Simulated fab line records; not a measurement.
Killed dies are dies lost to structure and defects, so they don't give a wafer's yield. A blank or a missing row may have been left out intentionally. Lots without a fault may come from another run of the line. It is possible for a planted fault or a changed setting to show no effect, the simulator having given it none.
fab line records :: flow sky130 :: part 2 of 2: steps 42 to 42 of 42
record:
  lots: 5
  wafers: 15
  last_day: 49
route steps=708 shown GATE_OXIDE@192 POLY_GATE@204 RES_PROTECT@206 PAD_OPEN@708
lots that met no fault: from a run of the same line without faults
start_h: hours from the record's opening day to when the first of the lot's shown wafers began :: wait_h: hours elapsed since this lot's preceding step :: " the same as in the row above :: L1.1+2: a single row standing in for several wafers :: - no value, or no start given :: * or withheld: withheld :: < > ~ a bound
route shown NAME@n: NAME is a module with steps in the file, n the number in the route of the first one :: usual: the fault-free wafers' mean and standard deviation :: same: alike in all rows :: chamber/n: place in a boat :: sites: readings site by site :: _std_site: standard deviation across them :: _edge_site: mean of outer sites minus mean of inner sites :: radius_mm: how far each site lies from the wafer's centre :: mask NAME#n: copy n :: behind: the tool/chamber that last shaped the wafer :: hold: why the lot was held/for how many hours/how that ended :: device: whichever transistor did not switch (one of n, p or np) :: end of line: tests run on the same wafers once the route is complete :: where a step has no rows: the recipe by itself :: killed: dies lost to structure and defects at the first sort, not the wafer's yield :: map: a wafer's dies, marking killed ones x, the rest . and places with no die _
set.NAME: the setting the step ran with; set.NAME@STEP: the setting that earlier step ran with :: model.NAME: the simulator's own value behind a step, which no gauge read
certain route steps with their lots: each step a table, each wafer a row
services: when a tool's chamber went out of use (start_h, in hours from the record's first day, below 0 if earlier), for how many hours, and the reason
== steps ==
step: SKY_PAD_OPEN_PROBE_99
usual:
  killed_at_M0_to_M3: 43/6.5
  killed_at_M4_up: 3.5/1.9
  killed_at_contacts: 24/5.4
  killed_at_front_end: 16/4.8
  killed_at_other: 0.4/0.64
  killed_dies: 87/9.4
  killed_on_rim: 18/4.1
  killed_open: 47/7
  killed_short: 40/6.3
same:
  gross_dies: 492
  killed_at_back_side: 0
lot.wafer: L775.1
tool: prober-01
chamber: -
start_h: 1118.85
wait_h: 0.1
killed_at_M0_to_M3: 36
killed_at_M4_up: 2
killed_at_contacts: 27
killed_at_front_end: 15
killed_at_other: 1
killed_dies: 81
killed_on_rim: 10
killed_open: 42
killed_short: 39
model.etest.res_high_po.line_ohm_um: 735.3
model.etest.res_poly.line_ohm_um: 517.4
model.etest.tip_sonos.rs_ohm_sq: 2564
model.etest.res_high_po.rs_ohm_sq: 257.6
model.etest.res_poly.rs_ohm_sq: 47.26
model.etest.cap_li_to_poly.c_af_um2: 94.18

lot.wafer: L775.2
tool: prober-01
chamber: -
start_h: 1118.90
wait_h: 0.1
killed_at_M0_to_M3: 38
killed_at_M4_up: 2
killed_at_contacts: 23
killed_at_front_end: 19
killed_at_other: 2
killed_dies: 84
killed_on_rim: 19
killed_open: 41
killed_short: 41
model.etest.res_high_po.line_ohm_um: 739.6
model.etest.res_poly.line_ohm_um: 512.9
model.etest.tip_sonos.rs_ohm_sq: 2670
model.etest.res_high_po.rs_ohm_sq: 256
model.etest.res_poly.rs_ohm_sq: 47.39
model.etest.cap_li_to_poly.c_af_um2: 97.07

lot.wafer: L775.5
tool: prober-01
chamber: -
start_h: 1119.05
wait_h: 0.2
killed_at_M0_to_M3: 33
killed_at_M4_up: 7
killed_at_contacts: 23
killed_at_front_end: 17
killed_at_other: 0
killed_dies: 80
killed_on_rim: 21
killed_open: 37
killed_short: 43
model.etest.res_high_po.line_ohm_um: 735.4
model.etest.res_poly.line_ohm_um: 507
model.etest.tip_sonos.rs_ohm_sq: 2600
model.etest.res_high_po.rs_ohm_sq: 260.6
model.etest.res_poly.rs_ohm_sq: 47.46
model.etest.cap_li_to_poly.c_af_um2: 97.58

lot.wafer: L778.2
tool: prober-02
chamber: -
start_h: 1121.46
wait_h: 0.1
killed_at_M0_to_M3: 44
killed_at_M4_up: 6
killed_at_contacts: 16
killed_at_front_end: 21
killed_at_other: 0
killed_dies: 87
killed_on_rim: 16
killed_open: 42
killed_short: 45
model.etest.res_high_po.line_ohm_um: 748.1
model.etest.res_poly.line_ohm_um: 500.9
model.etest.tip_sonos.rs_ohm_sq: 2552
model.etest.res_high_po.rs_ohm_sq: 259.6
model.etest.res_poly.rs_ohm_sq: 47.77
model.etest.cap_li_to_poly.c_af_um2: 99.87

lot.wafer: L778.3
tool: prober-02
chamber: -
start_h: 1121.51
wait_h: 0.2
killed_at_M0_to_M3: 42
killed_at_M4_up: 7
killed_at_contacts: 27
killed_at_front_end: 24
killed_at_other: 0
killed_dies: 100
killed_on_rim: 26
killed_open: 47
killed_short: 53
model.etest.res_high_po.line_ohm_um: 716.8
model.etest.res_poly.line_ohm_um: 484.6
model.etest.tip_sonos.rs_ohm_sq: 2571
model.etest.res_high_po.rs_ohm_sq: 255.7
model.etest.res_poly.rs_ohm_sq: 47.62
model.etest.cap_li_to_poly.c_af_um2: 97.82

lot.wafer: L778.6
tool: prober-02
chamber: -
start_h: 1121.66
wait_h: 0.2
killed_at_M0_to_M3: 39
killed_at_M4_up: 2
killed_at_contacts: 17
killed_at_front_end: 13
killed_at_other: 0
killed_dies: 71
killed_on_rim: 15
killed_open: 39
killed_short: 32
model.etest.res_high_po.line_ohm_um: 724.5
model.etest.res_poly.line_ohm_um: 494.8
model.etest.tip_sonos.rs_ohm_sq: 2551
model.etest.res_high_po.rs_ohm_sq: 256.4
model.etest.res_poly.rs_ohm_sq: 47.15
model.etest.cap_li_to_poly.c_af_um2: 100.1

lot.wafer: L788.2
tool: prober-01
chamber: -
start_h: 1168.36
wait_h: 0.1
killed_at_M0_to_M3: 38
killed_at_M4_up: 4
killed_at_contacts: 23
killed_at_front_end: 17
killed_at_other: 0
killed_dies: 82
killed_on_rim: 19
killed_open: 47
killed_short: 34
model.etest.res_high_po.line_ohm_um: 901.7
model.etest.res_poly.line_ohm_um: 642.8
model.etest.tip_sonos.rs_ohm_sq: 2494
model.etest.res_high_po.rs_ohm_sq: 321.7
model.etest.res_poly.rs_ohm_sq: 60.21
model.etest.cap_li_to_poly.c_af_um2: 90.67

lot.wafer: L788.3
tool: prober-01
chamber: -
start_h: 1168.41
wait_h: 0.2
killed_at_M0_to_M3: 42
killed_at_M4_up: 3
killed_at_contacts: 15
killed_at_front_end: 9
killed_at_other: 0
killed_dies: 69
killed_on_rim: 15
killed_open: 35
killed_short: 34
model.etest.res_high_po.line_ohm_um: 925.6
model.etest.res_poly.line_ohm_um: 629.8
model.etest.tip_sonos.rs_ohm_sq: 2486
model.etest.res_high_po.rs_ohm_sq: 321.4
model.etest.res_poly.rs_ohm_sq: 60.79
model.etest.cap_li_to_poly.c_af_um2: 88.25

lot.wafer: L788.4
tool: prober-01
chamber: -
start_h: 1168.46
wait_h: 0.2
killed_at_M0_to_M3: 43
killed_at_M4_up: 3
killed_at_contacts: 20
killed_at_front_end: 13
killed_at_other: 0
killed_dies: 79
killed_on_rim: 17
killed_open: 46
killed_short: 31
model.etest.res_high_po.line_ohm_um: 928.4
model.etest.res_poly.line_ohm_um: 644.3
model.etest.tip_sonos.rs_ohm_sq: 2506
model.etest.res_high_po.rs_ohm_sq: 322.3
model.etest.res_poly.rs_ohm_sq: 60.14
model.etest.cap_li_to_poly.c_af_um2: 89.4

lot.wafer: L789.2
tool: prober-02
chamber: -
start_h: 1174.64
wait_h: 0.1
killed_at_M0_to_M3: 38
killed_at_M4_up: 6
killed_at_contacts: 14
killed_at_front_end: 23
killed_at_other: 0
killed_dies: 81
killed_on_rim: 19
killed_open: 46
killed_short: 35
model.etest.res_high_po.line_ohm_um: 739.2
model.etest.res_poly.line_ohm_um: 490.4
model.etest.tip_sonos.rs_ohm_sq: 2687
model.etest.res_high_po.rs_ohm_sq: 261.3
model.etest.res_poly.rs_ohm_sq: 47.79
model.etest.cap_li_to_poly.c_af_um2: 98.69

lot.wafer: L789.5
tool: prober-02
chamber: -
start_h: 1174.79
wait_h: 0.2
killed_at_M0_to_M3: 37
killed_at_M4_up: 3
killed_at_contacts: 29
killed_at_front_end: 17
killed_at_other: 1
killed_dies: 87
killed_on_rim: 19
killed_open: 47
killed_short: 39
model.etest.res_high_po.line_ohm_um: 737.2
model.etest.res_poly.line_ohm_um: 485.4
model.etest.tip_sonos.rs_ohm_sq: 2699
model.etest.res_high_po.rs_ohm_sq: 260.8
model.etest.res_poly.rs_ohm_sq: 48.66
model.etest.cap_li_to_poly.c_af_um2: 98.86

lot.wafer: L789.6
tool: prober-02
chamber: -
start_h: 1174.84
wait_h: 0.2
killed_at_M0_to_M3: 43
killed_at_M4_up: 3
killed_at_contacts: 13
killed_at_front_end: 24
killed_at_other: 1
killed_dies: 84
killed_on_rim: 16
killed_open: 37
killed_short: 46
model.etest.res_high_po.line_ohm_um: 733.5
model.etest.res_poly.line_ohm_um: 496.5
model.etest.tip_sonos.rs_ohm_sq: 2635
model.etest.res_high_po.rs_ohm_sq: 260.5
model.etest.res_poly.rs_ohm_sq: 47.75
model.etest.cap_li_to_poly.c_af_um2: 97.66

lot.wafer: L791.1
tool: prober-02
chamber: -
start_h: 1181.39
wait_h: 0.1
killed_at_M0_to_M3: 41
killed_at_M4_up: 3
killed_at_contacts: 30
killed_at_front_end: 25
killed_at_other: 0
killed_dies: 99
killed_on_rim: 24
killed_open: 59
killed_short: 40
model.etest.res_high_po.line_ohm_um: 711.1
model.etest.res_poly.line_ohm_um: 497.3
model.etest.tip_sonos.rs_ohm_sq: 2655
model.etest.res_high_po.rs_ohm_sq: 251.7
model.etest.res_poly.rs_ohm_sq: 46.38
model.etest.cap_li_to_poly.c_af_um2: 99.14

lot.wafer: L791.2
tool: prober-02
chamber: -
start_h: 1181.44
wait_h: 0.1
killed_at_M0_to_M3: 35
killed_at_M4_up: 3
killed_at_contacts: 21
killed_at_front_end: 11
killed_at_other: 0
killed_dies: 70
killed_on_rim: 13
killed_open: 37
killed_short: 33
model.etest.res_high_po.line_ohm_um: 745.5
model.etest.res_poly.line_ohm_um: 502.8
model.etest.tip_sonos.rs_ohm_sq: 2638
model.etest.res_high_po.rs_ohm_sq: 260.8
model.etest.res_poly.rs_ohm_sq: 47.84
model.etest.cap_li_to_poly.c_af_um2: 98.7

lot.wafer: L791.5
tool: prober-02
chamber: -
start_h: 1181.59
wait_h: 0.2
killed_at_M0_to_M3: 39
killed_at_M4_up: 4
killed_at_contacts: 31
killed_at_front_end: 14
killed_at_other: 0
killed_dies: 88
killed_on_rim: 16
killed_open: 52
killed_short: 36
model.etest.res_high_po.line_ohm_um: 739.7
model.etest.res_poly.line_ohm_um: 495.4
model.etest.tip_sonos.rs_ohm_sq: 2675
model.etest.res_high_po.rs_ohm_sq: 256.4
model.etest.res_poly.rs_ohm_sq: 47.64
model.etest.cap_li_to_poly.c_af_um2: 100.7
killed by level:class
L775.1 CONTACT:geometric_particle:open=13 VIA1:geometric_particle:open=7 CONTACT:geometric_particle:short=6 LI_CONTACT:geometric_particle:open=5 FIELD_ISO:geometric_particle:open=4 POLY_GATE:geometric_particle:short=4 VIA2:geometric_particle:open=4 METAL3:geometric_particle:short=4
L775.2 VIA2:geometric_particle:open=11 LOCAL_INTERCONNECT:geometric_particle:short=9 CONTACT:geometric_particle:open=7 METAL1:geometric_particle:short=5 LI_CONTACT:geometric_particle:open=5 METAL2:geometric_particle:short=5 VIA2:geometric_particle:short=5 VIA3:geometric_particle:open=5
L775.5 VIA1:geometric_particle:open=6 LI_CONTACT:geometric_particle:open=5 LOCAL_INTERCONNECT:geometric_particle:short=5 CONTACT:geometric_particle:short=5 CONTACT:geometric_particle:open=5 VIA2:geometric_particle:short=5 METAL4:geometric_particle:short=5 FIELD_ISO:geometric_particle:open=4
L778.2 VIA1:geometric_particle:open=10 VIA1:geometric_particle:short=8 POLY_GATE:geometric_particle:open=7 VIA2:geometric_particle:open=6 METAL1:geometric_particle:short=5 FIELD_ISO:geometric_particle:short=4 POLY_GATE:geometric_particle:short=4 VIA2:geometric_particle:short=4
L778.3 VIA1:geometric_particle:open=12 CONTACT:geometric_particle:short=8 METAL1:geometric_particle:short=8 VIA1:geometric_particle:short=8 FIELD_ISO:geometric_particle:open=7 LI_CONTACT:geometric_particle:open=7 POLY_GATE:geometric_particle:open=6 CONTACT:geometric_particle:open=5
L778.6 VIA3:geometric_particle:open=10 VIA1:geometric_particle:open=7 VIA2:geometric_particle:open=7 FIELD_ISO:geometric_particle:short=6 LI_CONTACT:geometric_particle:open=6 CONTACT:geometric_particle:short=4 VIA1:geometric_particle:short=4 CONTACT:geometric_particle:open=3
L788.2 CONTACT:geometric_particle:open=9 VIA2:geometric_particle:open=6 VIA1:geometric_particle:open=6 LI_CONTACT:geometric_particle:open=5 POLY_GATE:geometric_particle:open=4 POLY_GATE:geometric_particle:short=4 CONTACT:geometric_particle:short=4 VIA1:geometric_particle:short=4
L788.3 VIA2:geometric_particle:open=7 CONTACT:geometric_particle:short=6 VIA3:geometric_particle:open=6 METAL3:geometric_particle:short=5 VIA1:geometric_particle:open=5 METAL2:geometric_particle:open=4 METAL2:geometric_particle:short=4 VIA3:geometric_particle:short=4
L788.4 VIA2:geometric_particle:open=11 CONTACT:geometric_particle:open=9 METAL2:geometric_particle:short=9 VIA1:geometric_particle:open=8 FIELD_ISO:geometric_particle:short=4 VIA3:geometric_particle:open=4 LI_CONTACT:geometric_particle:open=4 FIELD_ISO:geometric_particle:open=3
L789.2 VIA3:geometric_particle:open=8 METAL1:geometric_particle:short=7 POLY_GATE:geometric_particle:open=6 POLY_GATE:geometric_particle:short=5 CONTACT:geometric_particle:open=5 VIA2:geometric_particle:open=5 FIELD_ISO:geometric_particle:open=4 FIELD_ISO:geometric_particle:short=4
L789.5 LI_CONTACT:geometric_particle:open=10 CONTACT:geometric_particle:open=10 VIA3:geometric_particle:open=8 METAL2:geometric_particle:short=6 FIELD_ISO:geometric_particle:open=5 CONTACT:geometric_particle:short=5 VIA1:geometric_particle:short=5 POLY_GATE:geometric_particle:open=4
L789.6 POLY_GATE:geometric_particle:short=9 METAL1:geometric_particle:short=9 FIELD_ISO:geometric_particle:open=6 VIA3:geometric_particle:short=6 VIA3:geometric_particle:open=5 FIELD_ISO:geometric_particle:short=4 LI_CONTACT:geometric_particle:open=4 VIA2:geometric_particle:open=4
L791.1 LI_CONTACT:geometric_particle:open=12 VIA1:geometric_particle:open=10 FIELD_ISO:geometric_particle:short=9 VIA2:geometric_particle:open=8 CONTACT:geometric_particle:short=7 VIA3:geometric_particle:open=6 METAL2:geometric_particle:short=5 FIELD_ISO:geometric_particle:open=4
L791.2 VIA1:geometric_particle:open=11 CONTACT:geometric_particle:open=7 METAL2:geometric_particle:short=5 VIA2:geometric_particle:open=5 FIELD_ISO:geometric_particle:short=4 VIA2:geometric_particle:short=4 LI_CONTACT:geometric_particle:short=3 LI_CONTACT:geometric_particle:open=3
L791.5 LI_CONTACT:geometric_particle:open=13 VIA1:geometric_particle:open=11 VIA1:geometric_particle:short=7 CONTACT:geometric_particle:open=6 METAL2:geometric_particle:short=5 METAL1:geometric_particle:short=5 VIA3:geometric_particle:open=5 FIELD_ISO:geometric_particle:short=4
== services ==
tool: rie_diel-03
chamber: -
start_h: 351.83
hours: 0.5
kind: repair

tool: rie_diel-04
chamber: 3
start_h: 359.65
hours: -
kind: clean

tool: rie_diel-04
chamber: 3
start_h: 359.65
hours: 19.6
kind: scheduled_down

tool: rie_diel-04
chamber: 3
start_h: 359.65
hours: 19.6
kind: vent_cycle

tool: lpcvd-01
chamber: -
start_h: 365.72
hours: 0.5
kind: repair

tool: wet_bench-03
chamber: -
start_h: 367.86
hours: 5.8
kind: repair

tool: rie_si-02
chamber: 3
start_h: 370.20
hours: 7.9
kind: repair

tool: plasma_asher-02
chamber: -
start_h: 386.98
hours: 3.1
kind: repair

tool: wet_bench-01
chamber: -
start_h: 392.04
hours: 1.0
kind: repair

tool: rie_si-01
chamber: 0
start_h: 402.20
hours: 10.8
kind: repair

tool: rie_si-01
chamber: 2
start_h: 410.47
hours: 5.6
kind: repair

tool: plasma_asher-01
chamber: -
start_h: 421.25
hours: 9.0
kind: pm

tool: plasma_asher-02
chamber: -
start_h: 421.50
hours: 2.8
kind: pm

tool: rie_diel-02
chamber: 0
start_h: 441.90
hours: 5.3
kind: repair

tool: rie_diel-02
chamber: -
start_h: 445.96
hours: 2.8
kind: pm

tool: rie_diel-02
chamber: 0
start_h: 451.03
hours: 9.6
kind: repair

tool: rie_si-01
chamber: 1
start_h: 454.72
hours: 9.8
kind: repair

tool: rie_diel-03
chamber: -
start_h: 468.30
hours: 0.1
kind: repair

tool: rie_diel-04
chamber: 2
start_h: 470.28
hours: 8.7
kind: repair

tool: rie_diel-03
chamber: -
start_h: 489.04
hours: 15.6
kind: pm

tool: rie_diel-02
chamber: 1
start_h: 493.13
hours: 13.2
kind: repair

tool: plasma_asher-04
chamber: -
start_h: 517.14
hours: 1.1
kind: repair

tool: rie_diel-02
chamber: 3
start_h: 527.21
hours: 1.9
kind: repair

tool: wet_bench-04
chamber: -
start_h: 528.13
hours: 2.2
kind: repair
== key ==
first_sign:
  step: SKY_POLY_GATE_CVD_00
  reading: spike_tc_top_C
  direction: down
  sigmas: 10
  usual: 634.7
  struck: 625.6
effect:
  step: SKY_POLY_GATE_CVD_00
  reading: spike_tc_lower_C
  direction: down
  sigmas: 9.9
  usual: 619.4
  struck: 609.5
effect:
  step: SKY_POLY_GATE_THK_MEAS_01
  reading: POLY_GATE_CVD_00_THK
  direction: down
  sigmas: 23
  usual: 181.9
  struck: 142.5
effect:
  step: SKY_POLY_GATE_ETCH_17
  reading: oes_product_au
  direction: down
  sigmas: 22
  usual: 0.992
  struck: 0.844
model_effect:
  step: SKY_POLY_GATE_CVD_00
  value: poly-Si_of_POLY_GATE_CVD_00.thk_nm
  without: 180.9
  struck: 142.5
model_effect:
  step: SKY_RES_PROTECT_CLEAN_09
  value: poly-Si_of_POLY_GATE_CVD_00.thk_nm
  without: 180.3
  struck: 141.9
model_effect:
  step: SKY_POLY_GATE_ETCH_17
  value: POLY_GATE.feature_depth_nm
  without: 179.9
  struck: 141.9
model_effect:
  step: SKY_PAD_OPEN_PROBE_99
  value: etest.res_high_po.line_ohm_um
  without: 739.4
  struck: 918.5
met_at SKY_POLY_GATE_CVD_00
struck_wafers L788.2,L788.3,L788.4
tester_left_out L788
onset_between 374.36 454.56
fault:
  kind: process_parameter_drift
  tool: lpcvd-01
  chamber: 0
  onset_h: 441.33
  steps: SKY_POLY_GATE_CVD_00
  channel: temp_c
  offset: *
  shape: step
  end_h: 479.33
  stated: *
tester_left_out: of these lots the tester's yield and bins aren't shown, on N5 and GAA mostly nor the transistor test; their killed dies are dies lost to structure and defects alone, not to doping, threshold or leakage, so they don't give the yield
